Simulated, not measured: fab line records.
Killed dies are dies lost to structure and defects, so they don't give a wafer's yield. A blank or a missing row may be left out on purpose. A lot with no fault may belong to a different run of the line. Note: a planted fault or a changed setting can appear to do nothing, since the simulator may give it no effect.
fab line records	flow gf180mcu
record lots=12	wafers=36	last-day=34
route steps=602 shown VT_IMPLANT@122 HV_LDD@217 V1@338
lots untouched by any fault: they come from a run of this same line in which no faults occurred
start-h: start of the lot's first displayed wafer, in hours after the record's first day	wait-h: how many hours have passed since the lot's step before this one	" as in the row above	L1.1+2: a row that stands for several wafers	- value missing, or start not given	* or withheld: withheld	< > ~ a bound
route shown NAME@n: names a module that has steps shown in the file, with the first one's number in the route	usual: average and standard deviation across the fault-free wafers	same: alike in all rows	chamber/n: place in a boat	sites: per-site readings	_std_site: the values' standard deviation	_edge_site: mean of outer sites minus mean of inner sites	radius-mm: for every site, how far away it sits from the centre of the wafer	mask NAME#n: copy n	behind: the tool/chamber that last shaped the wafer	hold: the reason the lot was held/the length of the hold in hours/how it ended	device: names the non-switching transistor (n, p or np)	end of line: tests run on the same wafers once the route is complete	a step without rows: its recipe alone	killed: dies lost to structure and defects at the first sort, not the wafer's yield	map: a wafer's dies, marking killed ones x, the rest . and places with no die _
set.NAME: the setting that was run; set.NAME@STEP: the one run at that earlier step	model.NAME: the simulator's own value behind a step, which no gauge read
a sample of lots followed through the steps of the route, with each step as a table and each wafer as a row
services: the hour from which a tool's chamber was out of use, counted from the record's first day as start-h (under 0 if before that day), plus the number of hours and why
## steps
# step GF_VT_IMPLANT_TW_MEAS_32
# usual VT_IMPLANT_3_TW=268.8/1.8
lot.wafer	tool	chamber	start-h	wait-h	VT_IMPLANT_3_TW
L336.2	film-metro-01	-	136.77	0.1	266.4
L336.3	"	-	"	"	267.6
L336.5	"	-	"	"	268.7
L337.1	film-metro-03	-	144.87	0.1	268.8
L337.4	"	-	"	"	268.5
L337.6	"	-	"	"	269.8
L344.2	film-metro-03	-	189.52	0.1	267.6
L344.3	"	-	"	"	268.1
L344.4	"	-	"	"	269.3
L345.1	film-metro-01	-	198.70	0.1	264.4
L345.4	"	-	"	"	265.7
L345.5	"	-	"	"	266.0
L346.1	film-metro-01	-	219.31	0.1	266.6
L346.2	"	-	"	"	266.5
L346.4	"	-	"	"	266.3
L347.1	film-metro-01	-	229.71	0.1	268.5
L347.2	"	-	"	"	266.3
L347.6	"	-	"	"	265.6
L349.1	film-metro-04	-	231.95	0.1	269.9
L349.3	"	-	"	"	271.1
L349.6	"	-	"	"	269.8
L348.2	film-metro-01	-	232.27	0.1	267.0
L348.5	"	-	"	"	266.5
L348.6	"	-	"	"	265.9
L351.1	film-metro-03	-	246.95	0.1	269.7
L351.3	"	-	"	"	271.5
L351.6	"	-	"	"	269.6
L355.1	film-metro-04	-	272.80	0.1	268.4
L355.3	"	-	"	"	268.3
L355.4	"	-	"	"	268.1
L358.2	film-metro-03	-	286.12	0.1	269.9
L358.4	"	-	"	"	269.1
L358.6	"	-	"	"	272.4
L359.3	film-metro-03	-	291.43	0.1	271.2
L359.5	"	-	"	"	271.7
L359.6	"	-	"	"	271.0
# step GF_HV_LDD_COAT_41
# recipe resist=NOVOLAK	spin-rpm=3000	resist-thk-nm=1000
# usual resist-line-temp-C=23.00/0.11	spin-speed-rpm=3000.2/1.9
lot.wafer	tool	chamber	start-h	wait-h	resist-line-temp-C	spin-speed-rpm
L336.2	litho-track-02	0	256.96	0.1	22.83	3001.5
L336.3	"	0	"	"	22.93	3001.3
L336.5	"	0	"	"	22.92	3000.0
L337.1	litho-track-04	0	264.81	0.1	22.99	2998.3
L337.4	"	0	"	"	23.14	2999.1
L337.6	"	0	"	"	23.03	2999.1
L344.2	litho-track-02	0	320.66	0.1	23.04	3000.1
L344.3	"	0	"	"	23.12	3002.4
L344.4	"	0	"	"	23.13	2998.7
L345.1	litho-track-02	0	332.83	0.1	22.96	3003.2
L345.4	"	0	"	"	22.94	3000.8
L345.5	"	0	"	"	22.96	2998.1
L346.1	litho-track-04	0	357.51	0.1	22.91	3000.1
L346.2	"	0	"	"	22.92	2999.6
L346.4	"	0	"	"	22.94	3000.2
L347.1	litho-track-02	0	369.13	0.1	22.99	2197.7
L347.2	"	0	"	"	23.00	2192.1
L347.6	"	0	"	"	22.89	2196.8
L349.1	litho-track-02	0	371.18	0.1	22.83	2196.3
L349.3	"	0	"	"	22.88	2198.8
L349.6	"	0	"	"	22.86	2193.1
L348.2	litho-track-02	0	373.01	0.1	23.10	2195.8
L348.5	"	0	"	"	23.06	2194.0
L348.6	"	0	"	"	23.30	2197.6
L351.1	litho-track-01	0	391.92	0.1	23.00	3002.1
L351.3	"	0	"	"	22.79	2997.5
L351.6	"	0	"	"	22.89	3001.4
L355.1	litho-track-04	0	423.71	0.1	23.23	2999.8
L355.3	"	0	"	"	23.06	2998.4
L355.4	"	0	"	"	23.15	2998.9
L358.2	litho-track-02	0	437.51	0.1	23.00	3000.3
L358.4	"	0	"	"	22.91	3000.3
L358.6	"	0	"	"	22.93	2997.8
L359.3	litho-track-01	0	444.97	0.1	22.90	2999.8
L359.5	"	0	"	"	22.87	2999.8
L359.6	"	0	"	"	22.90	2998.7
# step GF_HV_LDD_CD_MEAS_46
# recipe target-cd-nm=400
# usual cd-nm=399.4/2
lot.wafer	tool	chamber	start-h	wait-h	cd-nm
L336.2	cd-sem-01	-	266.36	0.1	403.1
L336.3	"	-	"	"	401.9
L336.5	"	-	"	"	403.1
L337.1	cd-sem-01	-	274.47	0.1	400.5
L337.4	"	-	"	"	399.4
L337.6	"	-	"	"	399.8
L344.2	cd-sem-02	-	330.60	0.1	399.1
L344.3	"	-	"	"	397.4
L344.4	"	-	"	"	395.6
L345.1	cd-sem-01	-	343.11	0.1	399.4
L345.4	"	-	"	"	396.8
L345.5	"	-	"	"	397.8
L346.1	cd-sem-01	-	369.07	0.1	403.3
L346.2	"	-	"	"	398.3
L346.4	"	-	"	"	401.7
L347.1	cd-sem-02	-	380.37	0.1	387.1
L347.2	"	-	"	"	385.9
L347.6	"	-	"	"	385.5
L349.1	cd-sem-02	-	382.38	0.1	381.3
L349.3	"	-	"	"	382.3
L349.6	"	-	"	"	384.0
L348.2	cd-sem-02	-	384.80	0.1	387.8
L348.5	"	-	"	"	384.7
L348.6	"	-	"	"	385.4
L351.1	cd-sem-02	-	403.11	0.1	397.8
L351.3	"	-	"	"	398.1
L351.6	"	-	"	"	400.0
L355.1	cd-sem-01	-	435.78	0.1	400.2
L355.3	"	-	"	"	399.2
L355.4	"	-	"	"	400.3
L358.2	cd-sem-01	-	450.10	0.1	397.2
L358.4	"	-	"	"	399.7
L358.6	"	-	"	"	400.3
L359.3	cd-sem-02	-	457.36	0.1	398.1
L359.5	"	-	"	"	399.2
L359.6	"	-	"	"	398.5
# step GF_HV_LDD_STRIP_49
# recipe chemistry=O2/N2	power-w=1400	pressure-mtorr=1500	platen-temp-c=250	o2-flow-sccm=3000	n2-flow-sccm=300	overash-fraction=0.5
# usual drypump-motor-current-A=5.51/0.15	heater-power-w=337/21	n2-flow-sccm=300.1/0.96	oes-product-au=0.716/0.0054	strip-time-to-endpoint-s=12.62/0.045
lot.wafer	tool	chamber	start-h	wait-h	drypump-motor-current-A	heater-power-w	n2-flow-sccm	oes-product-au	rf-hours-counter-h	strip-time-to-endpoint-s
L336.2	plasma-asher-02	1	266.64	0.1	5.67	338	299.7	0.712	16	12.67
L336.3	"	0	"	"	5.52	338	299.2	0.724	-	12.66
L336.5	"	1	"	"	5.70	339	301.2	0.713	-	12.67
L337.1	plasma-asher-01	0	274.78	0.1	5.46	315	301.1	0.720	62	12.59
L337.4	"	0	"	"	5.45	322	299.2	0.717	-	12.58
L337.6	"	1	"	"	5.50	367	299.6	0.716	-	12.58
L344.2	plasma-asher-02	0	330.89	0.1	5.50	348	300.3	0.725	23	12.65
L344.3	"	1	"	"	5.67	341	300.7	0.721	-	12.61
L344.4	"	0	"	"	5.53	358	300.8	0.706	-	12.64
L345.1	plasma-asher-01	1	343.42	0.1	5.50	376	298.5	0.707	69	12.65
L345.4	"	0	"	"	5.44	311	299.2	0.725	-	12.62
L345.5	"	1	"	"	5.48	373	300.7	0.717	-	12.53
L346.1	plasma-asher-01	0	369.37	0.1	5.47	317	299.1	0.713	72	12.65
L346.2	"	1	"	"	5.52	379	300.5	0.723	72	12.66
L346.4	"	0	"	"	5.46	315	300.6	0.708	-	12.58
L347.1	plasma-asher-02	1	380.67	0.1	5.66	337	298.3	0.713	28	14.48
L347.2	"	0	"	"	5.52	347	299.8	0.709	28	14.47
L347.6	"	1	"	"	5.68	335	299.1	0.715	-	14.48
L349.1	plasma-asher-04	1	382.69	0.1	5.69	319	300.6	0.719	74	14.52
L349.3	"	0	"	"	5.25	344	299.8	0.713	-	14.48
L349.6	"	1	"	"	5.70	320	300.0	0.721	-	14.47
L348.2	plasma-asher-01	1	385.09	0.1	5.52	372	301.8	0.719	74	14.49
L348.5	"	0	"	"	5.45	312	299.5	0.717	-	14.52
L348.6	"	1	"	"	5.50	376	302.7	0.710	-	14.53
L351.1	plasma-asher-02	0	403.42	0.1	5.52	351	298.7	0.712	31	12.66
L351.3	"	1	"	"	5.68	330	299.5	0.708	-	12.67
L351.6	"	1	"	"	5.69	327	300.2	0.714	-	12.65
L355.1	plasma-asher-04	1	436.09	0.1	5.71	324	299.9	0.712	80	12.52
L355.3	"	0	"	"	5.27	322	299.5	0.704	-	12.54
L355.4	"	1	"	"	5.72	324	298.6	0.710	-	12.50
L358.2	plasma-asher-04	1	450.39	0.1	5.71	312	299.8	0.722	81	12.60
L358.4	"	1	"	"	5.70	316	299.3	0.718	-	12.60
L358.6	"	0	"	"	5.26	316	300.2	0.722	-	12.60
L359.3	plasma-asher-02	1	457.66	0.1	5.67	343	299.7	0.717	-	12.59
L359.5	"	1	"	"	5.67	333	299.3	0.729	-	12.62
L359.6	"	0	"	"	5.56	344	300.2	0.714	-	12.57
# step GF_V1_THK_MEAS_03
# recipe reads=SiO2_of_V1_CVD_02
# usual V1_CVD_02_THK=848/10
lot.wafer	tool	chamber	start-h	wait-h	V1_CVD_02_THK[nm]
L336.2	film-metro-01	-	376.91	0.0	849
L336.3	"	-	"	"	851
L336.5	"	-	"	"	865
L337.1	film-metro-02	-	387.10	0.0	831
L337.4	"	-	"	"	852
L337.6	"	-	"	"	849
L344.2	film-metro-02	-	455.04	0.0	837
L344.3	"	-	"	"	846
L344.4	"	-	"	"	846
L345.1	film-metro-03	-	467.98	0.0	844
L345.4	"	-	"	"	858
L345.5	"	-	"	"	842
L346.1	film-metro-01	-	496.22	0.0	849
L346.2	"	-	"	"	845
L346.4	"	-	"	"	852
L347.1	film-metro-02	-	506.19	0.0	845
L347.2	"	-	"	"	834
L347.6	"	-	"	"	858
L349.1	film-metro-01	-	510.41	0.0	833
L349.3	"	-	"	"	829
L349.6	"	-	"	"	848
L348.2	film-metro-03	-	511.49	0.0	832
L348.5	"	-	"	"	847
L348.6	"	-	"	"	845
L351.1	film-metro-01	-	529.57	0.0	831
L351.3	"	-	"	"	838
L351.6	"	-	"	"	852
L355.1	film-metro-02	-	562.24	0.0	853
L355.3	"	-	"	"	843
L355.4	"	-	"	"	864
L358.2	film-metro-02	-	573.89	0.0	837
L358.4	"	-	"	"	840
L358.6	"	-	"	"	862
L359.3	film-metro-01	-	581.09	0.1	867
L359.5	"	-	"	"	876
L359.6	"	-	"	"	875
# step GF_V1_THK_MEAS_25
# recipe thk-meas-gauge=xrf	reads=W_of_V1_CVD_23
# usual V1_W_THK=365/4.8
lot.wafer	tool	chamber	start-h	wait-h	V1_W_THK[nm]
L336.2	film-metro-02	-	400.92	0.1	368
L336.3	"	-	"	"	368
L336.5	"	-	"	"	367
L337.1	film-metro-02	-	411.73	0.1	361
L337.4	"	-	"	"	367
L337.6	"	-	"	"	365
L344.2	film-metro-01	-	480.12	0.1	362
L344.3	"	-	"	"	364
L344.4	"	-	"	"	363
L345.1	film-metro-03	-	493.08	0.1	361
L345.4	"	-	"	"	362
L345.5	"	-	"	"	356
L346.1	film-metro-01	-	521.42	0.1	363
L346.2	"	-	"	"	360
L346.4	"	-	"	"	363
L347.1	film-metro-02	-	530.65	0.1	369
L347.2	"	-	"	"	374
L347.6	"	-	"	"	367
L349.1	film-metro-02	-	535.22	0.1	370
L349.3	"	-	"	"	371
L349.6	"	-	"	"	374
L348.2	film-metro-01	-	536.52	0.1	367
L348.5	"	-	"	"	372
L348.6	"	-	"	"	370
L351.1	film-metro-02	-	553.66	0.1	370
L351.3	"	-	"	"	362
L351.6	"	-	"	"	364
L355.1	film-metro-01	-	584.73	0.1	360
L355.3	"	-	"	"	361
L355.4	"	-	"	"	357
L358.2	film-metro-01	-	597.72	0.1	355
L358.4	"	-	"	"	359
L358.6	"	-	"	"	364
L359.3	film-metro-03	-	603.74	0.1	362
L359.5	"	-	"	"	360
L359.6	"	-	"	"	368
## services
tool	chamber	start-h	hours	kind
plasma-asher-01	-	275.85	1.6	repair
plasma-asher-02	-	313.43	2.4	repair
plasma-asher-04	-	383.14	1.4	repair
plasma-asher-04	-	413.67	1.2	repair
plasma-asher-01	-	421.25	9.0	pm
plasma-asher-01	0	421.25	9.0	vent-cycle
plasma-asher-01	1	421.25	9.0	vent-cycle
plasma-asher-01	0	430.25	-	clean
plasma-asher-01	1	430.25	-	clean
## key
first-sign step=GF_HV_LDD_COAT_41	reading=spin-speed-rpm	direction=down	sigmas=99+	usual=*	struck=*
effect step=GF_HV_LDD_CD_MEAS_46	reading=cd-nm	direction=down	sigmas=7.1	usual=399.4	struck=384.9
effect step=GF_HV_LDD_STRIP_49	reading=strip-time-to-endpoint-s	direction=up	sigmas=42	usual=*	struck=*
met-at GF_HV_LDD_COAT_41
struck-lots L347,L348,L349
tester-left-out L347,L348,L349
not-acting-at GF_VT_IMPLANT_TW_MEAS_32,GF_V1_THK_MEAS_03,GF_V1_THK_MEAS_25
onset-between 332.83 369.13
fault kind=process-parameter-drift	tool=litho-track-02	chamber=-	onset-h=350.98	steps=GF_HV_LDD_COAT_41	channel=spin-rpm	offset=*	shape=step	end-h=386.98	acts-in=*	stated=*
# tester-left-out: of these lots the tester's yield and bins aren't shown, on N5 and GAA mostly nor the transistor test; their killed dies are dies lost to structure and defects alone, not to doping, threshold or leakage, so they don't give the yield
